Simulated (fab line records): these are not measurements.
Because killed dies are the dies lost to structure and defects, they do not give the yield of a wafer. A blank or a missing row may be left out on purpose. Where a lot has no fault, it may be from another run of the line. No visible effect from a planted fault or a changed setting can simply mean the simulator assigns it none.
Which tool was responsible? ; flow sfq-line ; 15 lots, 44 wafers sampled, at 4 steps of a route of 325

## WHAT THE GAUGES READ, wafer by wafer
SFQ_I0_BOW_MEAS_907.
lot;measured;on;I0_BOW (um)
L822;day 12 03:41;film-metro-02;0 -10 3
L823;day 12 18:06;film-metro-01;4 -5 5
L824;day 13 09:07;film-metro-03;1 -4 0
L825;day 13 12:04;film-metro-02;14 2 11
L826;day 13 12:10;film-metro-01;-5 4 5
L827;day 13 15:01;film-metro-02;8 2 4
L829;day 13 18:01;film-metro-02;4 -3 -4
L830;day 13 18:06;film-metro-01;11 12 14
L831;day 13 21:01;film-metro-01;19 0 -2
L832;day 14 00:02;film-metro-02;1 -3 -5
L834;day 14 03:01;film-metro-02;-8 -6 5
L837;day 14 06:06;film-metro-01;4 -6 8
L839;day 14 09:07;film-metro-01;14 4 12
L841;day 14 15:02;film-metro-03;-7 1
L842;day 14 18:01;film-metro-03;4 -10 0

SFQ_M1_OVL_MEAS_911.
lot;measured;on;M1_OVL (nm)
L822;day 16 22:50;overlay-02;12 9 10
L823;day 17 07:13;overlay-01;6 3 6
L824;day 17 17:07;overlay-02;-3 0 7
L825;day 18 01:29;overlay-02;1 2 1
L826;day 18 02:41;overlay-02;-2 -3 -1
L827;day 18 05:38;overlay-02;9 7 0
L829;day 18 12:47;overlay-01;13 14 16
L830;day 18 13:59;overlay-01;4 2 11
L831;day 18 16:59;overlay-01;9 8 10
L832;day 18 22:13;overlay-01;9 -2 8
L834;day 19 00:36;overlay-01;6 5 2
L837;day 19 08:40;overlay-02;10 8 11
L839;day 19 11:04;overlay-01;8 10 10
L841;day 19 20:35;overlay-01;14 16
L842;day 19 23:35;overlay-01;11 12 9

SFQ_M3_OVL_MEAS_921.
lot;measured;on;M3_OVL (nm)
L822;day 29 20:34;overlay-01;-1 -4 -3
L823;day 30 11:28;overlay-01;-4 -5 -9
L824;day 30 19:52;overlay-02;-2 8 8
L825;day 31 08:29;overlay-01;-4 -1 -4
L826;day 31 13:17;overlay-01;-7 -5 -8
L827;day 33 14:58;overlay-01;0 6 -6
L829;day 38 20:35;overlay-01;0 1 0
L830;day 38 23:44;overlay-01;3 2 1
L831;day 39 03:20;overlay-02;-1 4 3
L832;day 44 05:52;overlay-02;-10 -4 -3
L834;day 44 08:15;overlay-01;0 -6 -7
L837;day 44 17:51;overlay-02;13 7 8
L839;day 44 21:28;overlay-02;-5 -2 -4
L841;day 45 01:04;overlay-02;1 6
L842;day 45 03:27;overlay-01;4 -8 2

## WHICH TOOL RAN EACH LOT (tool, then ch and the chambers of the sampled wafers, then the start)
lot;SFQ_TRILAYER_I1_VIA_BARC_OPEN_VIA_ETCH_071
L822;rie-diel-04 ch 0,1,2, day 23 12:26
L823;rie-diel-01 ch 0,1,3, day 24 00:26
L824;rie-diel-03 ch 1,2, day 24 11:10
L825;rie-diel-01 ch 2,3, day 24 19:41
L826;rie-diel-04 ch 0,1, day 24 23:17
L827;rie-diel-03 ch 1,2,3, day 25 05:17
L829;rie-diel-03 ch 0,1, day 25 11:45
L830;rie-diel-01 ch 0,1,2, day 25 12:57
L831;rie-diel-04 ch 0,1, day 25 16:33
L832;rie-diel-01 ch 0,3, day 25 21:21
L834;rie-diel-03 ch 1,2, day 26 00:57
L837;rie-diel-04 ch 0,2,3, day 26 05:45
L839;rie-diel-04 ch 1,2, day 26 08:09
L841;rie-diel-04 ch 1,2, day 26 10:33
L842;rie-diel-03 ch 1,2,3, day 26 11:45
- SFQ_TRILAYER_I1_VIA_BARC_OPEN_VIA_ETCH_071: etches BARC in O2, target depth 125 nm, time 41.7 s.

## WHAT THE TOOLS THEMSELVES READ (means of the sampled wafers that have a number; where no wafer has one, the mark that the record gives instead)
SFQ_TRILAYER_I1_VIA_BARC_OPEN_VIA_ETCH_071.
lot;tool;drypump-motor-current-A (A);oes-product-au (a.u.);run-length-s (s)
L822;rie-diel-04;5.9;0.684;70.6
L823;rie-diel-01;5.4;0.686;69.9
L824;rie-diel-03;6.1;0.683;70.5
L825;rie-diel-01;5.0;0.683;70.3
L826;rie-diel-04;5.9;0.681;70.6
L827;rie-diel-03;5.6;0.684;70.3
L829;rie-diel-03;6.1;0.682;70.6
L830;rie-diel-01;5.5;0.679;69.9
L831;rie-diel-04;5.9;0.682;70.7
L832;rie-diel-01;5.5;0.688;69.9
L834;rie-diel-03;5.9;0.679;70.1
L837;rie-diel-04;5.9;0.710;68.9
L839;rie-diel-04;5.6;0.725;67.5
L841;rie-diel-04;5.8;0.719;68.1
L842;rie-diel-03;5.7;0.686;70.3

## THE ANSWER, worked out from the rows above alone
Rule: the lots themselves supply what counts as usual. Put in order of their means at a reading, lots are off if they are a third of the lots or fewer, leave a main group of 4 or more, and stand apart from it by a gap of 3 or more times the standard deviation of the main group's means; of several such gaps the widest counts. A main group is skipped when, at the precision printed for the reading in the tables above, its means are all equal. A lot without any number at a reading at which 4 lots or more have one is off too. All remaining lots with rows at the step are treated as sound. First the gauges in route order, then the tools' own readings, where a lot's mean is used as printed above. At the first step where some lot is off, the reading lying furthest off is the one used; lots without a number count as furthest.
Off, at SFQ_TRILAYER_I1_VIA_BARC_OPEN_VIA_ETCH_071 on oes-product-au: L837, L839, L841. Main group: mean 0.683 a.u., sd 0.0026.
If a tool, at that step or one of the process steps before it, ran each lot that is off and ran no sound lot following the first of them, it fits. One candidate fits, namely rie-diel-04 at SFQ_TRILAYER_I1_VIA_BARC_OPEN_VIA_ETCH_071. A fault onset in the window from L831 (day 25 16:33, its last sound lot) to L837 (day 26 05:45, its first lot off) fits.
The tool's own readings at SFQ_TRILAYER_I1_VIA_BARC_OPEN_VIA_ETCH_071 bear it out: on the lots that are off they differ by more than 5 times the standard deviation of the sound lots' means. oes-product-au reads 0.718 a.u. there against 0.683 a.u. on the sound lots; run-length-s reads 68.2 s there against 70.3 s on the sound lots.

## WHAT THE SIMULATOR PUT IN
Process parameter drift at SFQ_TRILAYER_I1_VIA_BARC_OPEN_VIA_ETCH_071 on rie-diel-04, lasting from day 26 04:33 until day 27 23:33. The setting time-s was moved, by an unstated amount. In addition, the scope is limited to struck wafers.
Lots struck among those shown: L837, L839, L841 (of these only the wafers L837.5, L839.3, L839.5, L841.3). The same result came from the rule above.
